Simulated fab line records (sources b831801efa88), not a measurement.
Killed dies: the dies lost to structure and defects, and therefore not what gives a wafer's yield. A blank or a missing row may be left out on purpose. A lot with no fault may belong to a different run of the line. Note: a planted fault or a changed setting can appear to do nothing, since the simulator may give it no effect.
Matching of chambers || flow gf180mcu || GF_PASSIVATION_CVD_02 on pecvd-01: 3 sister chambers
The step deposits Si3N4, target thk 700 nm, time 486.18 s. 16 wafers are shown with their chamber, then 8 later ones without.

WAFERS PAIRED WITH THEIR CHAMBERS
{"wafer": "L080.4", "chamber": 2, "heater-power-w (W)": 795, "heater-power-outer-w (W)": 467}
{"wafer": "L080.5", "chamber": 0, "heater-power-w (W)": 665, "heater-power-outer-w (W)": 416}
{"wafer": "L080.6", "chamber": 1, "heater-power-w (W)": 604, "heater-power-outer-w (W)": 341}
{"wafer": "L083.3", "chamber": 2, "heater-power-w (W)": 778, "heater-power-outer-w (W)": 439}
{"wafer": "L083.5", "chamber": 2, "heater-power-w (W)": 784, "heater-power-outer-w (W)": 453}
{"wafer": "L083.6", "chamber": 1, "heater-power-w (W)": 570, "heater-power-outer-w (W)": 336}
{"wafer": "L085.3", "chamber": 1, "heater-power-w (W)": 611, "heater-power-outer-w (W)": 350}
{"wafer": "L085.4", "chamber": 0, "heater-power-w (W)": 600, "heater-power-outer-w (W)": 387}
{"wafer": "L085.5", "chamber": 2, "heater-power-w (W)": 734, "heater-power-outer-w (W)": 416}
{"wafer": "L090.2", "chamber": 0, "heater-power-w (W)": 630, "heater-power-outer-w (W)": 391}
{"wafer": "L090.3", "chamber": 1, "heater-power-w (W)": 627, "heater-power-outer-w (W)": 377}
{"wafer": "L090.5", "chamber": 1, "heater-power-w (W)": 646, "heater-power-outer-w (W)": 387}
{"wafer": "L091.1", "chamber": 1, "heater-power-w (W)": 626, "heater-power-outer-w (W)": 385}
{"wafer": "L091.2", "chamber": 2, "heater-power-w (W)": 644, "heater-power-outer-w (W)": 345}
{"wafer": "L091.6", "chamber": 0, "heater-power-w (W)": 616, "heater-power-outer-w (W)": 394}
{"wafer": "L094.3", "chamber": 2, "heater-power-w (W)": 740, "heater-power-outer-w (W)": 410}

SIGNATURES (means of the wafers above)
{"reading": "heater-power-w", "chamber 0": 627.75, "chamber 1": 614.00, "chamber 2": 745.83, "scatter within a chamber": 40.3}
{"reading": "heater-power-outer-w", "chamber 0": 397.00, "chamber 1": 362.67, "chamber 2": 421.67, "scatter within a chamber": 31}
Rule: a wafer lies at a distance from a chamber equal to the root of the sum of squares, over the readings, of (its reading less the chamber's mean, divided by the reading's scatter). If the next closest chamber is less than 2 further off than the closest, the wafer can't be placed; otherwise it belongs to the closest. How the scatter is found: for the shown wafers, subtract from each reading the mean of its chamber, square and add these, divide the total by (wafers less chambers), then take the root.

WAFERS WHOSE CHAMBER IS MISSING
{"wafer": "L094.4", "heater-power-w (W)": 608, "heater-power-outer-w (W)": 381}
{"wafer": "L094.6", "heater-power-w (W)": 590, "heater-power-outer-w (W)": 334}
{"wafer": "L095.2", "heater-power-w (W)": 647, "heater-power-outer-w (W)": 405}
{"wafer": "L095.5", "heater-power-w (W)": 685, "heater-power-outer-w (W)": 438}
{"wafer": "L095.6", "heater-power-w (W)": 727, "heater-power-outer-w (W)": 419}
{"wafer": "L096.1", "heater-power-w (W)": 541, "heater-power-outer-w (W)": 296}
{"wafer": "L096.3", "heater-power-w (W)": 637, "heater-power-outer-w (W)": 399}
{"wafer": "L096.5", "heater-power-w (W)": 570, "heater-power-outer-w (W)": 329}

THE CHAMBER EACH PASSED THROUGH
{"wafer": "L094.4", "from the rows above": "can't be placed: 1 or 0", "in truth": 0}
{"wafer": "L094.6", "from the rows above": "can't be placed: 1 or 0", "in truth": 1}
{"wafer": "L095.2", "from the rows above": "can't be placed: 0 or 1 or 2", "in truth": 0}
{"wafer": "L095.5", "from the rows above": "can't be placed: 2 or 0 or 1", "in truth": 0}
{"wafer": "L095.6", "from the rows above": 2, "in truth": 2}
{"wafer": "L096.1", "from the rows above": "can't be placed: 1 or 0", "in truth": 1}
{"wafer": "L096.3", "from the rows above": "can't be placed: 0 or 1", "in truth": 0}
{"wafer": "L096.5", "from the rows above": "can't be placed: 1 or 0", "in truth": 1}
Correct placement for 1 of the 8. Unplaceable from these rows: 7, with the true chamber sitting among the candidates in 7. Wrongly placed: 0.
